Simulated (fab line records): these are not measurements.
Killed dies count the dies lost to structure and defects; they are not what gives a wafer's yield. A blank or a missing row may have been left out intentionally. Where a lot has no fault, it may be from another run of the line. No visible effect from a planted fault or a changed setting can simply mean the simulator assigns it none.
fab line records	flow sky130
[record] lots = 5	wafers = 15	last_day = 50
route steps=708 shown VT_ADJUST_LVTN@97
lots untouched by any fault: they come from a run of this same line in which no faults occurred
start_h: the number of hours between the record's first day and the start of the first shown wafer of the lot	wait_h: hours since the lot's step before	" as in the row above	L1.1+2: one row covering several wafers at once	- either no value or no given start	* or withheld: withheld	< > ~ a bound
route shown NAME@n: names a module that has steps shown in the file, with the first one's number in the route	usual: mean/standard deviation taken from wafers without a fault	same: alike in all rows	chamber/n: place in a boat	sites: per-site readings	_std_site: their standard deviation	_edge_site: mean of outer sites minus mean of inner sites	radius_mm: for every site, how far away it sits from the centre of the wafer	mask NAME#n: copy n	behind: tool/chamber where the wafer was last shaped	hold: what put the lot on hold/how long, in hours/how the hold closed	device: the transistor (n, p or np) that didn't switch	end of line: the same wafers' tests at the end of the route	where a step has no rows: the recipe by itself	killed: the dies lost at the first sort to structure and to defects; this is not the yield of the wafer	map: a wafer's dies, x killed, . not, _ none there
set.NAME: the setting the step ran with; set.NAME@STEP: the setting that earlier step ran with	model.NAME: the simulator's own value behind a step, which no gauge read
lots at some steps of the route; a table a step, a row a wafer
services: the hour from which a tool's chamber was out of use, counted from the record's first day as start_h (under 0 if before that day), plus the number of hours and why
[[steps]]
[step SKY_VT_ADJUST_LVTN_DEHYDRATE_00]
[recipe] temp_c = 200	time_s = 60
[usual] plate_temp_C = 200.01/0.14
lot.wafer	tool	chamber	start_h	wait_h	plate_temp_C
L077.1	litho_track-01	0	152.06	9.1	200.11
L077.3	"	0	"	"	200.00
L077.4	"	0	"	"	200.24
L081.1	litho_track-02	0	177.95	9.8	199.99
L081.5	"	0	"	"	200.02
L081.6	"	0	"	"	199.95
L090.4	litho_track-03	0	235.31	10.9	200.02
L090.5	"	0	"	"	200.12
L090.6	"	0	"	"	200.16
L093.1	litho_track-03	0	255.03	11.1	199.96
L093.2	"	0	"	"	199.91
L093.3	"	0	"	"	199.89
L097.1	litho_track-02	0	277.00	11.6	200.09
L097.5	"	0	"	"	200.21
L097.6	"	0	"	"	200.15
[step SKY_VT_ADJUST_LVTN_HMDS_01]
[recipe] prime_time_s = 60	prime_temp_c = 120
lot.wafer	tool	chamber	start_h	wait_h
L077.1+3+4	litho_track-01	0	152.21	0.1
L081.1+5+6	litho_track-02	0	178.10	0.1
L090.4+5+6	litho_track-03	0	235.46	0.1
L093.1+2+3	litho_track-03	0	255.18	0.1
L097.1+5+6	litho_track-02	0	277.15	0.1
[step SKY_VT_ADJUST_LVTN_COAT_02]
[recipe] spin_rpm = 2000	resist_thk_nm = 3000
lot.wafer	tool	chamber	start_h	wait_h
L077.1+3+4	litho_track-01	0	152.36	0.1
L081.1+5+6	litho_track-02	0	178.25	0.1
L090.4+5+6	litho_track-03	0	235.61	0.1
L093.1+2+3	litho_track-03	0	255.33	0.1
L097.1+5+6	litho_track-02	0	277.30	0.1
[step SKY_VT_ADJUST_LVTN_SOFTBAKE_03]
[recipe] temp_c = 110	time_s = withheld
[usual] plate_temp_C = 110.00/0.12
lot.wafer	tool	chamber	start_h	wait_h	plate_temp_C
L077.1	litho_track-01	0	152.51	0.1	109.98
L077.3	"	0	"	"	109.89
L077.4	"	0	"	"	110.03
L081.1	litho_track-02	0	178.40	0.1	109.80
L081.5	"	0	"	"	109.89
L081.6	"	0	"	"	109.95
L090.4	litho_track-03	0	235.78	0.1	109.93
L090.5	"	0	"	"	109.98
L090.6	"	0	"	"	110.22
L093.1	litho_track-03	0	255.48	0.1	109.94
L093.2	"	0	"	"	110.04
L093.3	"	0	"	"	110.04
L097.1	litho_track-02	0	277.45	0.1	109.90
L097.5	"	0	"	"	109.87
L097.6	"	0	"	"	109.95
[step SKY_VT_ADJUST_LVTN_EXPOSE_04]
[recipe] mask_id = NWM_COMPLEMENT_LESS_NATIVE	na = 0.6	source_shape = conventional	sigma_outer = 0.6	polarization = unpolarized	target_cd_nm = 840	dose_mj = 194
lot.wafer	tool	chamber	start_h	wait_h	mask
L077.1+3+4	iline_stepper-01	0	-	-	NWM_COMPLEMENT_LESS_NATIVE#0
L081.1+5+6	iline_stepper-02	0	-	-	NWM_COMPLEMENT_LESS_NATIVE#0
L090.4+5+6	iline_stepper-01	0	-	-	NWM_COMPLEMENT_LESS_NATIVE#0
L093.1+2+3	iline_stepper-02	0	-	-	NWM_COMPLEMENT_LESS_NATIVE#0
L097.1+5+6	iline_stepper-01	0	-	-	NWM_COMPLEMENT_LESS_NATIVE#0
[step SKY_VT_ADJUST_LVTN_PEB_05]
[recipe] temp_c = 115	time_s = withheld
[usual] plate_temp_C = 115.03/0.15
lot.wafer	tool	chamber	start_h	wait_h	plate_temp_C
L077.1	litho_track-01	0	-	-	115.17
L077.3	"	0	"	"	115.12
L077.4	"	0	"	"	115.20
L081.1	litho_track-01	0	-	-	114.71
L081.5	"	0	"	"	114.93
L081.6	"	0	"	"	114.75
L090.4	litho_track-03	0	-	-	115.08
L090.5	"	0	"	"	114.95
L090.6	"	0	"	"	115.02
L093.1	litho_track-03	0	-	-	115.00
L093.2	"	0	"	"	114.80
L093.3	"	0	"	"	115.07
L097.1	litho_track-02	0	-	-	115.09
L097.5	"	0	"	"	114.97
L097.6	"	0	"	"	115.01
[step SKY_VT_ADJUST_LVTN_DEVELOP_06]
[recipe] wall_angle_deg = 90	developer = TMAH	develop_time_s = 60	dev_temp_c = 23
lot.wafer	tool	chamber	start_h	wait_h
L077.1+3+4	litho_track-01	0	-	-
L081.1+5+6	litho_track-01	0	-	-
L090.4+5+6	litho_track-03	0	-	-
L093.1+2+3	litho_track-03	0	-	-
L097.1+5+6	litho_track-02	0	-	-
[step SKY_VT_ADJUST_LVTN_OVL_MEAS_07]
[usual] VT_ADJUST_LVTN_OVL = 1.2/1.5
lot.wafer	tool	chamber	start_h	wait_h	VT_ADJUST_LVTN_OVL[nm]
L077.1	overlay-02	-	162.96	-	-0.2
L077.3	"	-	"	"	0.5
L077.4	"	-	"	"	1.7
L081.1	overlay-01	-	188.96	-	1.3
L081.5	"	-	"	"	0.5
L081.6	"	-	"	"	0.0
L090.4	overlay-02	-	247.15	-	0.7
L090.5	"	-	"	"	2.6
L090.6	"	-	"	"	0.3
L093.1	overlay-01	-	266.68	-	-1.0
L093.2	"	-	"	"	-1.3
L093.3	"	-	"	"	0.4
L097.1	overlay-02	-	289.45	-	0.8
L097.5	"	-	"	"	3.1
L097.6	"	-	"	"	3.0
[step SKY_VT_ADJUST_LVTN_IMPLANT_08]
[recipe] species = B	energy_kev = 30	dose_cm2 = 1.57e+12	tilt_deg = withheld
[usual] end_station_pressure_torr = 5.03e-06/2.6e-07
lot.wafer	tool	chamber	start_h	wait_h	end_station_pressure_torr
L077.1	implanter-01	0	163.00	0.0	5.03e-06
L077.3	"	0	"	"	5.12e-06
L077.4	"	0	"	"	5.11e-06
L081.1	implanter-04	0	189.00	0.0	5.43e-06
L081.5	"	0	"	"	4.99e-06
L081.6	"	0	"	"	4.99e-06
L090.4	implanter-01	0	247.24	0.1	4.86e-06
L090.5	"	0	"	"	5.53e-06
L090.6	"	0	"	"	4.98e-06
L093.1	implanter-01	0	266.72	0.0	5.02e-06
L093.2	"	0	"	"	4.53e-06
L093.3	"	0	"	"	4.53e-06
L097.1	implanter-04	0	289.48	0.0	5.4e-06
L097.5	"	0	"	"	5.24e-06
L097.6	"	0	"	"	4.96e-06
[step SKY_VT_ADJUST_LVTN_STRIP_09]
[recipe] chemistry = O2/N2	power_w = 1400	pressure_mtorr = 1500	platen_temp_c = withheld	o2_flow_sccm = 3000	n2_flow_sccm = 300	overash_fraction = 0.5
[usual] drypump_motor_current_A = 5.66/0.18	o2_flow_sccm = 2999/8.2	oes_product_au = 0.722/0.0043	strip_time_to_endpoint_s = 36.97/0.092
lot.wafer	tool	chamber	start_h	wait_h	drypump_motor_current_A	o2_flow_sccm	oes_product_au	rf_hours_counter_h	strip_time_to_endpoint_s
L077.1	plasma_asher-01	0	163.15	0.1	5.47	3006	0.723	47	37.00
L077.3	"	0	"	"	5.52	3002	0.712	-	36.97
L077.4	"	1	"	"	5.44	3004	0.724	-	37.05
L081.1	plasma_asher-01	0	189.15	0.1	5.43	3011	0.727	50	36.92
L081.5	"	0	"	"	5.48	3000	0.721	-	36.84
L081.6	"	1	"	"	5.41	3008	0.724	-	36.83
L090.4	plasma_asher-03	1	247.35	0.1	5.82	3005	0.721	-	37.00
L090.5	"	0	"	"	5.71	3004	0.723	-	37.12
L090.6	"	1	"	"	5.83	2997	0.712	-	36.97
L093.1	plasma_asher-01	1	266.87	0.1	5.46	2998	0.723	58	36.97
L093.2	"	0	"	"	5.46	2989	0.719	58	37.08
L093.3	"	0	"	"	5.54	2994	0.717	-	37.07
L097.1	plasma_asher-02	0	289.63	0.1	5.83	2999	0.727	61	36.91
L097.5	"	1	"	"	5.85	2974	0.723	-	36.98
L097.6	"	0	"	"	5.83	2994	0.715	-	36.96
[step SKY_VT_ADJUST_LVTN_TW_MEAS_10]
[usual] VT_ADJUST_LVTN_TW = 241.1/2.4
lot.wafer	tool	chamber	start_h	wait_h	VT_ADJUST_LVTN_TW
L077.1	film_metro-03	-	163.25	0.1	238.9
L077.3	"	-	"	"	238.4
L077.4	"	-	"	"	237.6
L081.1	film_metro-01	-	189.25	0.1	244.3
L081.5	"	-	"	"	242.7
L081.6	"	-	"	"	243.5
L090.4	film_metro-01	-	247.45	0.1	243.2
L090.5	"	-	"	"	241.9
L090.6	"	-	"	"	241.1
L093.1	film_metro-03	-	266.97	0.1	237.1
L093.2	"	-	"	"	237.6
L093.3	"	-	"	"	238.5
L097.1	film_metro-03	-	289.73	0.1	238.0
L097.5	"	-	"	"	239.7
L097.6	"	-	"	"	238.8
[step SKY_VT_ADJUST_LVTN_DEHYDRATE_11]
[recipe] temp_c = 200	time_s = 60
[usual] plate_temp_C = 200.02/0.14
lot.wafer	tool	chamber	start_h	wait_h	plate_temp_C
L077.1	litho_track-01	0	172.71	9.5	200.13
L077.3	"	0	"	"	200.08
L077.4	"	0	"	"	199.98
L081.1	litho_track-03	0	199.18	9.9	199.77
L081.5	"	0	"	"	199.95
L081.6	"	0	"	"	199.66
L090.4	litho_track-02	0	258.27	10.8	200.07
L090.5	"	0	"	"	200.09
L090.6	"	0	"	"	200.10
L093.1	litho_track-03	0	279.23	12.3	200.06
L093.2	"	0	"	"	199.98
L093.3	"	0	"	"	199.92
L097.1	litho_track-01	0	302.16	12.4	200.21
L097.5	"	0	"	"	200.05
L097.6	"	0	"	"	200.00
[[services]]
tool	chamber	start_h	hours	kind
iline_stepper-02	-	134.32	8.9	pm
iline_stepper-01	-	146.63	4.4	pm
iline_stepper-02	-	189.47	4.4	pm
iline_stepper-01	-	195.85	1.7	pm
implanter-01	-	203.65	2.6	pm
iline_stepper-02	0	203.99	-	calibration
iline_stepper-01	0	208.90	-	calibration
iline_stepper-02	-	211.31	1.7	pm
implanter-01	-	216.85	3.8	repair
plasma_asher-02	-	256.64	1.3	repair
plasma_asher-01	-	262.83	2.8	pm
implanter-01	-	272.43	4.9	pm
plasma_asher-03	-	274.08	5.1	repair
plasma_asher-03	-	276.39	3.1	repair
iline_stepper-01	-	297.69	2.1	pm
iline_stepper-01	-	299.78	-	consumable_replace:lamp
[[key]]
fault none
